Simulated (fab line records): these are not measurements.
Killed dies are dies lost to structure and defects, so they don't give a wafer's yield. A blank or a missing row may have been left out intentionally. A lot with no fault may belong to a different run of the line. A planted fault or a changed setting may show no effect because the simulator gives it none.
fab line records | flow sky130
record lots=6 wafers=18 lastDay=50
route steps=708 shown POLY_GATE@219 PAD_OPEN@708
lots with no fault: from the same line, run without faults
startH: the number of hours between the record's first day and the start of the first shown wafer of the lot | waitH: hours elapsed since this lot's preceding step | " the same as in the row above | L1.1+2: a row that stands for several wafers | - no value present, or no start provided | * or withheld: withheld | < > ~ a bound
route shown NAME@n: NAME is a module with steps in the file, n the number in the route of the first one | usual: mean and standard deviation over wafers with no fault | same: alike in all rows | chamber/n: place in a boat | sites: per-site readings | _std_site: standard deviation of those values | _edge_site: mean of outer sites minus mean of inner sites | radiusMm: how far each site lies from the wafer's centre | mask NAME#n: copy n | behind: the most recent tool/chamber to have shaped the wafer | hold: why the lot went on hold/how many hours it stayed there/how the hold came to an end | device: names the non-switching transistor (n, p or np) | end of line: tests of these same wafers at the route's end | a step with no rows: only its recipe | killed: the dies lost at the first sort to structure and to defects; this is not the yield of the wafer | map: shows each die of a wafer: x if killed, . if not, _ if none is there
set.NAME: the setting the step ran with; set.NAME@STEP: the setting that earlier step ran with | model.NAME: the simulator's own value behind a step, which no gauge read
certain route steps with their lots: each step a table, each wafer a row
services: from which hour (startH, from the record's first day; less than 0 if before it) a tool's chamber was out of use, for how many hours, and why
## steps
# step SKY_POLY_GATE_DEHYDRATE_05
# recipe tempC=200 timeS=60
# step SKY_POLY_GATE_HMDS_06
# recipe primeTimeS=60 primeTempC=120
# step SKY_POLY_GATE_COAT_07
# recipe resist=BARC tempC=withheld timeS=withheld spinRpm=3000 resistThkNm=110
# step SKY_POLY_GATE_COAT_08
# recipe resist=KrF-thick spinRpm=3000 resistThkNm=450
# step SKY_POLY_GATE_SOFTBAKE_09
# recipe tempC=100 timeS=90 resist=KrF-thick
# step SKY_POLY_GATE_EXPOSE_10
# recipe maskId=P1M na=0.68 sourceShape=conventional sigmaOuter=0.6 targetCdNm=150 doseMj=28
# step SKY_POLY_GATE_PEB_11
# recipe pebTempC=withheld pebTimeS=withheld resist=KrF-thick
# step SKY_POLY_GATE_DEVELOP_12
# recipe developTimeS=60 resist=KrF-thick devTempC=21
# step SKY_POLY_GATE_CD_MEAS_13
# recipe targetCdNm=150
# usual cdNm=149.6/1.3
# columns lot.wafer tool chamber startH waitH cdNm
L411.2 cdSem-01 - 401.59 - 148.2
L411.3 " - " " 148.7
L411.5 " - " " 149.9
L423.1 cdSem-02 - 490.76 - 149.7
L423.2 " - " " 150.9
L423.3 " - " " 150.0
L424.3 cdSem-02 - 507.12 - 147.8
L424.5 " - " " 147.9
L424.6 " - " " 148.3
L426.1 cdSem-01 - 522.87 - 149.3
L426.3 " - " " 148.6
L426.4 " - " " 147.7
L427.1 cdSem-02 - 526.80 - 147.8
L427.5 " - " " 148.3
L427.6 " - " " 148.2
L429.2 cdSem-02 - 543.50 - 152.2
L429.3 " - " " 150.8
L429.6 " - " " 151.9
# step SKY_POLY_GATE_OVL_MEAS_14
# usual POLY_GATE_OVL=-3/5.9
# columns lot.wafer tool chamber startH waitH POLY_GATE_OVL[nm]
L411.2 overlay-01 - 401.70 0.1 -3
L411.3 " - " " 1
L411.5 " - " " 0
L423.1 overlay-02 - 490.88 0.1 -4
L423.2 " - " " 2
L423.3 " - " " -8
L424.3 overlay-02 - 507.22 0.1 3
L424.5 " - " " 1
L424.6 " - " " -9
L426.1 overlay-02 - 522.99 0.1 -3
L426.3 " - " " -8
L426.4 " - " " -7
L427.1 overlay-02 - 526.92 0.1 -7
L427.5 " - " " 0
L427.6 " - " " -8
L429.2 overlay-02 - 543.61 0.1 5
L429.3 " - " " 4
L429.6 " - " " 5
# step SKY_POLY_GATE_ETCH_15
# recipe chemistry=N2/H2 target=BARC ionEnergyEv=200 sourceW=500 biasW=100 pressureMtorr=30 n2FlowSccm=100 h2FlowSccm=200 stopOn=SiO2 timeS=118.5 targetDepthA=1100
# usual drypumpMotorCurrentA=5.7/0.34 oesProductAu=0.716/0.0047 rfFwdPowerW=497.7/1.8 throttleValvePct=13.212/0.0096
# columns lot.wafer tool chamber startH waitH drypumpMotorCurrentA oesProductAu rfFwdPowerW rfHoursCounterH throttleValvePct
L411.2 rieDiel-04 1 401.73 0.0 5.8 0.728 495.0 44 13.206
L411.3 " 3 " " 6.1 0.725 497.6 7 13.211
L411.5 " 3 " " 6.1 0.707 497.3 - 13.212
L423.1 rieDiel-04 1 490.91 0.0 5.9 0.711 493.4 45 13.204
L423.2 " 2 " " 5.1 0.719 497.3 64 13.227
L423.3 " 0 " " 6.1 0.716 498.6 16 13.224
L424.3 rieDiel-04 1 507.24 0.0 5.9 0.715 496.5 46 13.200
L424.5 " 0 " " 6.1 0.714 497.1 - 13.210
L424.6 " 1 " " 5.8 0.720 497.6 - 13.218
L426.1 rieDiel-01 3 523.03 0.0 6.1 0.715 501.5 3 13.195
L426.3 " 1 " " 5.6 0.715 498.3 57 13.226
L426.4 " 2 " " 5.8 0.717 497.8 13 13.225
L427.1 rieDiel-01 2 526.96 0.0 5.8 0.720 498.7 13 13.206
L427.5 " 3 " " 6.1 0.712 498.9 - 13.212
L427.6 " 0 " " 5.3 0.727 495.3 - 13.205
L429.2 rieDiel-04 1 543.64 0.0 5.9 0.715 497.6 46 13.232
L429.3 " 3 " " 6.1 0.716 497.1 9 13.225
L429.6 " 3 " " 6.1 0.710 495.4 - 13.229
# step SKY_POLY_GATE_ETCH_16
# recipe stopOn=poly-Si chemistry=CH3F/O2 target=Si3N4 sourceW=400 biasW=80 pressureMtorr=25 ch3fFlowSccm=40 O2_flow_sccm=30 timeS=147.5 targetDepthA=750
# usual drypumpMotorCurrentA=5.7/0.34 oesProductAu=0.639/0.0053 rfFwdPowerW=398.5/1.2 throttleValvePct=10.534/0.0087
# columns lot.wafer tool chamber startH waitH drypumpMotorCurrentA oesProductAu rfFwdPowerW rfHoursCounterH throttleValvePct
L411.2 rieDiel-04 1 401.81 0.0 5.8 0.641 396.2 44 10.516
L411.3 " 3 " " 6.1 0.639 398.7 7 10.548
L411.5 " 3 " " 6.1 0.643 397.5 - 10.540
L423.1 rieDiel-04 1 491.00 0.0 5.8 0.647 398.8 46 10.514
L423.2 " 2 " " 5.1 0.638 398.5 64 10.521
L423.3 " 0 " " 6.1 0.635 397.5 16 10.532
L424.3 rieDiel-04 1 507.32 0.0 5.8 0.647 397.3 46 10.542
L424.5 " 0 " " 6.1 0.633 395.8 - 10.548
L424.6 " 1 " " 5.8 0.637 396.7 - 10.554
L426.1 rieDiel-01 3 523.11 0.0 6.1 0.642 399.1 3 10.533
L426.3 " 1 " " 5.6 0.640 399.3 57 10.525
L426.4 " 2 " " 5.8 0.644 397.8 13 10.534
L427.1 rieDiel-01 2 527.04 0.0 5.8 0.638 398.1 14 10.545
L427.5 " 3 " " 6.1 0.645 398.5 - 10.534
L427.6 " 0 " " 5.3 0.643 398.6 - 10.537
L429.2 rieDiel-04 1 543.72 0.0 5.8 0.639 398.7 46 10.536
L429.3 " 3 " " 6.1 0.644 396.8 9 10.533
L429.6 " 3 " " 6.1 0.627 397.6 - 10.532
# step SKY_POLY_GATE_ETCH_17
# recipe targetDepthNm=180 stopOn=SiO2 overEtchFrac=0.5456 chemistry=HBr/Cl2 target=poly-Si icpW=400 biasW=100 pressureMtorr=10 HBr_flow_sccm=150 Cl2_flow_sccm=50 timeS=70.5
# usual drypumpMotorCurrentA=5.8/0.4 oesProductAu=0.988/0.0089 rfFwdPowerW=397.1/1.7 throttleValvePct=33.683/0.0099
# columns lot.wafer tool chamber startH waitH drypumpMotorCurrentA oesProductAu rfFwdPowerW rfHoursCounterH throttleValvePct model.KrF-thick_of_POLY_GATE_COAT_08.thkNm model.POLY_GATE.featureDepthNm model.etch.depthNm
L411.2 rieSi-02 2 401.91 0.0 5.5 0.966 395.6 1 33.685 149 175.7 175.7
L411.3 " 0 " " 5.7 0.991 399.6 3 33.677 143 177 177
L411.5 " 3 " " 6.0 0.979 395.1 - 33.667 144.8 175.2 175.2
L423.1 rieSi-01 2 491.09 0.0 6.2 1.005 397.2 1 33.680 143 179.5 179.5
L423.2 " 3 " " 5.2 1.010 397.4 4 33.696 143.1 179.8 179.8
L423.3 " 0 " " 5.1 0.985 397.4 7 33.683 145.3 174.8 174.8
L424.3 rieSi-02 1 507.42 0.0 6.3 0.997 461.9 0 33.688 136.1 178.2 178
L424.5 " 1 " " 6.3 0.992 463.6 - 33.689 135 177.4 177.2
L424.6 " 2 " " 5.5 0.999 460.3 - 33.674 135.6 177.9 177.7
L426.1 rieSi-02 2 523.21 0.0 5.6 1.011 462.0 2 33.679 133.6 179.5 179.4
L426.3 " 0 " " 5.7 1.007 463.7 4 33.681 135.7 180.3 180.1
L426.4 " 1 " " 6.3 1.005 462.7 0 33.681 136.7 178.9 178.8
L427.1 rieSi-01 2 527.14 0.0 6.3 0.992 396.0 1 33.690 140.1 178.9 178.9
L427.5 " 2 " " 6.3 0.996 395.2 - 33.671 136.6 178.3 178.3
L427.6 " 3 " " 5.2 0.995 395.1 - 33.667 137.9 180.1 180.1
L429.2 rieSi-01 1 543.82 0.0 5.8 0.992 396.3 0 33.689 145.2 176.1 176.1
L429.3 " 3 " " 5.2 1.005 397.0 4 33.675 143.6 179.4 179.4
L429.6 " 0 " " 5.2 0.997 396.7 - 33.667 143.9 177.6 177.6
# step SKY_POLY_GATE_STRIP_18
# recipe chemistry=O2/N2 powerW=1400 pressureMtorr=1500 platenTempC=withheld o2FlowSccm=3000 n2FlowSccm=300 overashFraction=0.5
# usual drypumpMotorCurrentA=6.2/0.37 oesProductAu=0.362/0.0047 stripTimeToEndpointS=3.20/0.039
# columns lot.wafer tool chamber startH waitH drypumpMotorCurrentA oesProductAu rfHoursCounterH stripTimeToEndpointS
L411.2 plasmaAsher-03 0 401.96 0.0 5.7 0.365 71 3.26
L411.3 " 1 " " 6.4 0.364 - 3.21
L411.5 " 1 " " 6.4 0.359 - 3.22
L423.1 plasmaAsher-03 0 491.15 0.0 5.6 0.366 80 3.20
L423.2 " 1 " " 6.4 0.367 80 3.20
L423.3 " 1 " " 6.4 0.365 - 3.22
L424.3 plasmaAsher-03 1 507.51 0.1 6.4 0.358 - 3.14
L424.5 " 1 " " 6.4 0.362 - 3.12
L424.6 " 0 " " 5.6 0.353 - 3.12
L426.1 plasmaAsher-03 0 523.26 0.0 5.6 0.357 82 3.11
L426.3 " 1 " " 6.4 0.360 - 3.13
L426.4 " 0 " " 5.6 0.361 - 3.14
L427.1 plasmaAsher-01 1 527.19 0.0 6.4 0.366 9 3.17
L427.5 " 1 " " 6.5 0.358 - 3.13
L427.6 " 0 " " 6.7 0.359 - 3.13
L429.2 plasmaAsher-04 0 543.88 0.0 6.4 0.364 73 3.20
L429.3 " 1 " " 5.8 0.363 - 3.21
L429.6 " 1 " " 5.8 0.358 - 3.21
# step SKY_PAD_OPEN_PROBE_99
# usual killed_at_M0_to_M3=44/6.8 killed_at_M4_up=2.9/1.7 killedAtContacts=24/5.2 killedAtFrontEnd=15/4 killedAtOther=0.2/0.44 killedDies=86/9.9 killedOpen=47/7.9 killedShort=39/6.3
# same grossDies=492 killedAtBackSide=0
# columns lot.wafer tool chamber startH waitH killed_at_M0_to_M3 killed_at_M4_up killedAtContacts killedAtFrontEnd killedAtOther killedDies killedOpen killedShort
L411.2 prober-01 - 1097.60 0.1 41 4 25 13 1 84 50 34
L411.3 prober-01 - 1097.65 0.2 36 2 15 13 0 66 30 36
L411.5 prober-01 - 1097.75 0.2 45 4 23 21 0 93 53 40
L423.1 prober-01 - 1159.76 0.1 45 3 18 11 0 77 35 42
L423.2 prober-01 - 1159.81 0.1 36 4 21 14 0 75 45 30
L423.3 prober-01 - 1159.86 0.2 38 1 25 14 0 78 46 32
# killed by level:class
L411.2 CONTACT:geometricParticle:open=14 VIA3:geometricParticle:open=11 VIA2:geometricParticle:open=7 METAL1:geometricParticle:short=7 METAL2:geometricParticle:short=7 LOCAL_INTERCONNECT:geometricParticle:short=5 FIELD_ISO:geometricParticle:open=4 FIELD_ISO:geometricParticle:short=3
L411.3 VIA1:geometricParticle:open=6 VIA3:geometricParticle:open=6 CONTACT:geometricParticle:open=5 VIA3:geometricParticle:short=5 FIELD_ISO:geometricParticle:short=4 LI_CONTACT:geometricParticle:short=4 METAL1:geometricParticle:short=4 METAL2:geometricParticle:short=4
L411.5 CONTACT:geometricParticle:open=9 VIA3:geometricParticle:open=9 LI_CONTACT:geometricParticle:open=8 METAL2:geometricParticle:short=8 VIA1:geometricParticle:open=6 VIA2:geometricParticle:open=6 FIELD_ISO:geometricParticle:open=5 FIELD_ISO:geometricParticle:short=4
L423.1 VIA2:geometricParticle:open=8 CONTACT:geometricParticle:open=6 VIA1:geometricParticle:short=6 VIA1:geometricParticle:open=6 METAL3:geometricParticle:short=6 VIA3:geometricParticle:open=6 LI_CONTACT:geometricParticle:short=5 FIELD_ISO:geometricParticle:short=5
L423.2 CONTACT:geometricParticle:open=10 VIA2:geometricParticle:open=7 VIA3:geometricParticle:open=7 VIA1:geometricParticle:open=6 LI_CONTACT:geometricParticle:open=5 VIA3:geometricParticle:short=5 POLY_GATE:geometricParticle:short=4 CONTACT:geometricParticle:short=4
L423.3 LI_CONTACT:geometricParticle:open=12 CONTACT:geometricParticle:open=8 VIA3:geometricParticle:open=8 POLY_GATE:geometricParticle:short=5 VIA2:geometricParticle:short=5 VIA1:geometricParticle:open=5 VIA2:geometricParticle:open=5 LI_CONTACT:geometricParticle:short=4
## services
# columns tool chamber startH hours kind
plasmaAsher-04 - 378.97 2.8 pm
rieDiel-04 2 397.48 1.8 repair
rieDiel-01 2 402.60 3.8 repair
plasmaAsher-03 - 416.80 2.8 pm
rieSi-02 1 419.83 - clean
rieSi-02 1 419.83 13.0 scheduledDown
rieSi-02 1 419.83 13.0 ventCycle
plasmaAsher-01 - 421.33 9.0 pm
rieDiel-04 - 424.86 1.3 repair
rieDiel-04 3 430.91 70.2 repair
rieDiel-04 - 452.42 14.6 pm
rieSi-02 2 468.90 6.8 repair
plasmaAsher-01 - 475.39 5.9 repair
rieSi-01 1 476.69 2.1 repair
rieSi-01 1 478.80 - clean
rieSi-01 1 478.80 17.8 scheduledDown
plasmaAsher-03 - 479.09 0.7 repair
rieDiel-01 1 484.38 2.0 repair
rieSi-02 3 490.18 8.8 repair
plasmaAsher-03 - 498.32 3.3 repair
rieSi-01 - 501.83 0.9 repair
rieDiel-01 3 506.99 9.4 repair
rieDiel-04 1 520.69 1.5 repair
rieDiel-04 2 542.55 11.1 repair
## key
firstSign step=SKY_POLY_GATE_ETCH_17 reading=rfFwdPowerW direction=up sigmas=39 usual=397.1 struck=462.4
effect step=SKY_POLY_GATE_ETCH_17 reading=oesProductAu direction=up sigmas=1.6 usual=0.988 struck=1.002 wafersMoved=2
modelEffect step=SKY_POLY_GATE_ETCH_17 value=KrF-thick_of_POLY_GATE_COAT_08.thkNm without=141.4 struck=135.5
metAt SKY_POLY_GATE_ETCH_17
struckWafers L424.3,L424.5,L424.6,L426.1,L426.3,L426.4
testerLeftOut L424,L426
onsetBetween 401.91 507.42
fault kind=processParameterDrift tool=rieSi-02 chamber=- onsetH=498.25 steps=SKY_POLY_GATE_ETCH_17 channel=icpW offset=64 shape=step endH=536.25 actsIn=theseRecipesOnly stated=400
# testerLeftOut: of these lots the tester's yield and bins aren't shown, on N5 and GAA mostly nor the transistor test; their killed dies are dies lost to structure and defects alone, not to doping, threshold or leakage, so they don't give the yield
